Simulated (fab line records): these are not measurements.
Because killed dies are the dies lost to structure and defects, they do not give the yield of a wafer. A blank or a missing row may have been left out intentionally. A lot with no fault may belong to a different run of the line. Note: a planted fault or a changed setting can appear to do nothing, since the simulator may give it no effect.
Which tool was responsible? ; flow gf180mcu ; Sampling: 13 lots, 39 wafers, 2 of 602 route steps

WHAT THE GAUGES READ, wafer by wafer
GF_HV_LDD_TW_MEAS_50. Usual: HV_LDD_4_TW typically reads 566.5, with standard deviation 2.8.
lot;measured;on;HV_LDD_4_TW;flag
L350;day 12 11:44;film metro-02;563.7 562.0 564.2;
L351;day 12 21:50;film metro-02;561.2 564.9 562.0;
L354;day 14 02:50;film metro-02;567.7 563.0 565.4;
L355;day 14 16:26;film metro-01;566.3 567.9 571.1;
L358;day 15 15:28;film metro-01;568.7 571.4 568.0;
L360;day 16 05:38;film metro-03;569.9 568.7 573.6;
L361;day 16 08:24;film metro-01;565.3 564.6 564.3;
L363;day 17 02:56;film metro-01;527.8 529.3 532.0;OFF
L365;day 17 22:05;film metro-03;527.5 531.8 527.8;OFF
L368;day 18 15:34;film metro-02;562.1 561.4 564.3;
L370;day 19 05:56;film metro-01;563.4 566.6 568.7;
L371;day 19 11:56;film metro-03;564.6 566.7 566.5;
L373;day 20 11:35;film metro-01;566.4 565.4 566.3;

WHAT TOOL EACH LOT RAN ON (gives the tool, then ch and the chambers of the sampled wafers, and finally the start)
lot;GF_HV_LDD_IMPLANT_48
L350;implanter-02 ch 0, day 12 11:30
L351;implanter-04 ch 0, day 12 21:35
L354;implanter-03 ch 0, day 14 02:35
L355;implanter-02 ch 0, day 14 16:11
L358;implanter-02 ch 0, day 15 15:13
L360;implanter-04 ch 0, day 16 05:24
L361;implanter-04 ch 0, day 16 08:11
L363;implanter-02 ch 0, day 17 02:43
L365;implanter-02 ch 0, day 17 21:51
L368;implanter-03 ch 0, day 18 15:19
L370;implanter-03 ch 0, day 19 05:41
L371;implanter-03 ch 0, day 19 11:41
L373;implanter-02 ch 0, day 20 11:21
- GF_HV_LDD_IMPLANT_48

WHAT THE TOOLS THEMSELVES READ (means of the sampled wafers that have a number; where no wafer has one, the mark that the record gives instead)
GF_HV_LDD_IMPLANT_48. Usual: beam energy keV 25.000, standard deviation 0.008; dose ions cm2 3e+13, standard deviation 3.9e+10; faraday current uA 169, standard deviation 3.4.
lot;tool;beam energy keV;dose ions cm2;faraday current uA;flag
L350;implanter-02;24.997;3e+13;169;
L351;implanter-04;25.006;3e+13;169;
L354;implanter-03;25.011;3e+13;167;
L355;implanter-02;25.002;3e+13;165;
L358;implanter-02;24.996;3e+13;168;
L360;implanter-04;25.005;3e+13;172;
L361;implanter-04;25.010;3e+13;168;
L363;implanter-02;18.079;3e+13;171;OFF
L365;implanter-02;18.074;3e+13;170;OFF
L368;implanter-03;24.997;3e+13;171;
L370;implanter-03;25.003;3e+13;171;
L371;implanter-03;24.990;3e+13;169;
L373;implanter-02;24.999;3e+13;167;

THE ANSWER, worked out from the rows above alone
Rule: lot off if the mean of its wafers having a number is beyond 3 standard deviations from the usual mean. A lot without any number at a reading at which 4 lots or more have one is off too. All remaining lots with rows at the step are treated as sound. First the gauges in route order, then the tools' own readings, where a lot's mean is used as printed above. At the first step where some lot is off, the reading lying furthest off is the one used; lots without a number count as furthest.
Off: L363, L365, at GF_HV_LDD_TW_MEAS_50 (HV_LDD_4_TW).
A tool fits if, at a process step before that reading, it ran every lot that is off, and no sound lot after the first of them. Not tried: the gauges at GF_HV_LDD_TW_MEAS_50; whatever is off there is also off at GF_HV_LDD_IMPLANT_48, on other tools, and gauge error can't account for it. Of those tried, none fits.

WHAT THE SIMULATOR HAD PUT IN
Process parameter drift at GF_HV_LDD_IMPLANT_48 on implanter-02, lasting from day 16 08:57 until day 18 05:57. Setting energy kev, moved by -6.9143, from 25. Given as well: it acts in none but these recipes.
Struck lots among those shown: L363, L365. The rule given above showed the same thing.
